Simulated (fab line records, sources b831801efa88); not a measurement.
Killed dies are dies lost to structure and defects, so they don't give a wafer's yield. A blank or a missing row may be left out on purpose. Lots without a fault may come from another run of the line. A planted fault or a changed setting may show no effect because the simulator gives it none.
Chamber matching | flow sky130 | SKY_VIA2_ETCH_14 on rie_diel-02: 4 sister chambers
The step etches BARC in N2/H2, stops on SiO2, time 45.9 s, target depth 60 nm. 4 wafers are shown with their chamber, then 7 later ones without.

WAFERS WITH THEIR CHAMBER
wafer  | chamber | bias_w (W)
L317.3 | 2       | 99.3
L319.5 | 0       | 100.3
L319.6 | 3       | 100.1
L331.5 | 1       | 99.7

WAFERS WITHOUT THEIR CHAMBER
wafer  | bias_w (W)
L331.6 | 100.0
L333.2 | 99.7
L333.4 | 100.5
L333.6 | 100.6
L335.4 | 99.9
L335.5 | 100.2
L335.6 | 99.8

WHICH CHAMBER EACH WENT THROUGH
wafer  | from the rows above          | in truth
L331.6 | can't be placed: 3 or 0 or 1 | 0
L333.2 | 1                            | 1
L333.4 | can't be placed: 0 or 3      | 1
L333.6 | can't be placed: 0 or 3      | 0
L335.4 | can't be placed: 3 or 1 or 0 | 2
L335.5 | can't be placed: 0 or 3      | 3
L335.6 | can't be placed: 1 or 3      | 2
Placed correctly: 1 of 7. Can't be placed from these rows: 6 (the true chamber is among the candidates in 3). Placed wrongly: 0.
How it was worked out, from the rows above alone: a wafer's distance from a chamber is the root of the sum, over the readings, of the square of ((its reading less the chamber's mean) divided by the reading's scatter). The wafer belongs to the nearest chamber; if the next one is less than 2 further off, it can't be placed. A chamber's mean is the mean of its shown wafers. The scatter: with one shown wafer a chamber, the root of the mean of the squares of how far each hidden wafer lies from its nearest shown one.
